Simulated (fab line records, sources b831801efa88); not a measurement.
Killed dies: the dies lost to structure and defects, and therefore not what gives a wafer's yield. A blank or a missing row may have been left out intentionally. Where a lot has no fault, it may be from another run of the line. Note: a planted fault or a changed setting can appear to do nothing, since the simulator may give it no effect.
The tool behind it: which one? + flow sky130 + 30 wafers from 10 lots sampled at 3 of the route's 708 steps

== WHAT THE GAUGES SHOWED, per wafer ==
SKY_METAL1_RS_MEAS_05: a four-point-probe measurement.
| lot  | measured     | on           | METAL1_ALCU_RS (ohm/sq) |
|------|--------------|--------------|-------------------------|
| L818 | day 33 03:19 | filmMetro-04 | 0.1280 0.1263 0.1284    |
| L822 | day 33 16:19 | filmMetro-01 | 0.1287 0.1269 0.1276    |
| L823 | day 34 02:28 | filmMetro-01 | 0.1258 0.1281 0.1254    |
| L826 | day 34 13:08 | filmMetro-02 | 0.1259 0.1263 0.1264    |
| L830 | day 35 19:58 | filmMetro-04 | 0.1262 0.1257 0.1274    |
| L831 | day 36 00:14 | filmMetro-04 | 0.1288 0.1261 0.1098    |
| L832 | day 36 12:52 | filmMetro-04 | 0.1268 0.1108 0.1288    |
| L833 | day 36 13:50 | filmMetro-02 | 0.1097 0.1278 0.1264    |
| L835 | day 37 02:31 | filmMetro-02 | 0.1253 0.1248 0.1237    |
| L837 | day 37 22:05 | filmMetro-04 | 0.1277 0.1273 0.1283    |

== EACH LOT AND THE TOOL THAT RAN IT (in order: tool; ch and the chambers of the sampled wafers; start) ==
| lot  | SKY_METAL1_SPUTTER_02       | SKY_METAL1_SPUTTER_03       |
|------|-----------------------------|-----------------------------|
| L818 | pvdSputter-04, day 33 03:14 | pvdSputter-04, day 33 03:15 |
| L822 | pvdSputter-04, day 33 16:13 | pvdSputter-04, day 33 16:14 |
| L823 | pvdSputter-02, day 34 02:21 | pvdSputter-02, day 34 02:22 |
| L826 | pvdSputter-04, day 34 13:02 | pvdSputter-04, day 34 13:04 |
| L830 | pvdSputter-01, day 35 19:50 | pvdSputter-01, day 35 19:51 |
| L831 | pvdSputter-04, day 36 00:08 | pvdSputter-04, day 36 00:10 |
| L832 | pvdSputter-04, day 36 12:45 | pvdSputter-04, day 36 12:47 |
| L833 | pvdSputter-04, day 36 13:44 | pvdSputter-04, day 36 13:46 |
| L835 | pvdSputter-02, day 37 02:23 | pvdSputter-02, day 37 02:25 |
| L837 | pvdSputter-02, day 37 21:58 | pvdSputter-02, day 37 21:59 |
- SKY_METAL1_SPUTTER_02: material AlCu, target thk 250 nm, time 13.3 s.
- SKY_METAL1_SPUTTER_03: material Ti, target thk 5 nm, time 3.3 s.

== THE ANSWER, worked out from the rows above alone ==
Rule: the lots themselves supply what counts as usual. Put in order of their means at a reading, lots are off if they are a third of the lots or fewer, leave a main group of 4 or more, and stand apart from it by a gap of 3 or more times the standard deviation of the main group's means; of several such gaps the widest counts. A main group is skipped when, at the precision printed for the reading in the tables above, its means are all equal. Also off: a lot with no number at a reading for which 4 or more lots have one. All remaining lots with rows at the step are treated as sound.
Nothing can be told from this: no lot is off at any reading shown.

== WHAT WAS PUT IN BY THE SIMULATOR ==
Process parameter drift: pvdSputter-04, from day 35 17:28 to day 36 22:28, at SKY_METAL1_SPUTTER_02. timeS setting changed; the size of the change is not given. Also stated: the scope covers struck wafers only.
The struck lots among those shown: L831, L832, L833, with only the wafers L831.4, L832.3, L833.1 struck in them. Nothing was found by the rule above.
